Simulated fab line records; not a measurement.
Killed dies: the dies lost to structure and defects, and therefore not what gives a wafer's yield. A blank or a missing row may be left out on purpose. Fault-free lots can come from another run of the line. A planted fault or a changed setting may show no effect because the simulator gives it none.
Which tool did it? -- flow gf180mcu -- 7 lots, 21 wafers sampled, at 2 steps of a route of 602

WHAT THE GAUGES SHOWED, per wafer
GF_HV_LDD_OVL_MEAS_47.
lot,measured,on,HV_LDD_03_OVL (nm)
L791,day 12 15:56,overlay-01,0.6 -0.1 0.3
L793,day 13 06:22,overlay-02,0.5 0.5 -1.0
L795,day 14 02:06,overlay-01,0.5 -0.7 1.2
L797,day 15 12:35,overlay-02,-1.7 -0.5 -1.5
L806,day 18 05:57,overlay-02,-77.8 -78.1 -78.1
L809,day 18 21:48,overlay-02,-1.2 -1.0 -2.1
L813,day 20 05:16,overlay-02,-1.5 -1.7 -0.2

TOOL THAT RAN EACH LOT (tool first, then ch and the chambers of the sampled wafers, then the start)
lot,GF_HV_LDD_EXPOSE_43
L791,"ilineStepper-02 ch 0, day 12 07:09"
L793,"ilineStepper-01 ch 0, day 12 20:54"
L795,"ilineStepper-02 ch 0, day 13 15:58"
L797,"ilineStepper-01 ch 0, day 15 01:58"
L806,"ilineStepper-02 ch 0, day 17 18:22"
L809,"ilineStepper-01 ch 0, day 18 09:49"
L813,"ilineStepper-01 ch 0, day 19 17:21"
- GF_HV_LDD_EXPOSE_43: exposes mask Pplus HV AREA, target cd 400 nm.

THE ANSWER, worked out from the rows above alone
Rule: usual is defined by the lots themselves. The widest of any qualifying gaps counts: lots, ordered by their means at a reading, are off when they make up no more than a third of the lots, leave a main group of 4 or more, and stand apart from it by 3 or more times the standard deviation of that group's means. A main group is skipped when, at the precision printed for the reading in the tables above, its means are all equal. A lot without any number at a reading at which 4 lots or more have one is off too. The other lots that the step has rows for count as sound.
Off: L806, seen at GF_HV_LDD_OVL_MEAS_47 (HV_LDD_03_OVL). Main group: mean -0.5 nm, sd 0.75.
If a tool, at a process step before that reading, ran all the lots that are off and no sound lot after the first of them, it fits. The gauges at GF_HV_LDD_OVL_MEAS_47 are tried like those tools. One fits: GF_HV_LDD_EXPOSE_43 on ilineStepper-02. Its last sound lot is L795 (day 13 15:58), its first lot that is off L806 (day 17 18:22): a fault that began between those two fits.

WHAT WAS PUT IN BY THE SIMULATOR
Scanner matching overlay: ilineStepper-02, from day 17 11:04 on, at GF_HV_LDD_EXPOSE_43. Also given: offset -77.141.
Struck lots among those shown: L806. Same finding as the rule above.
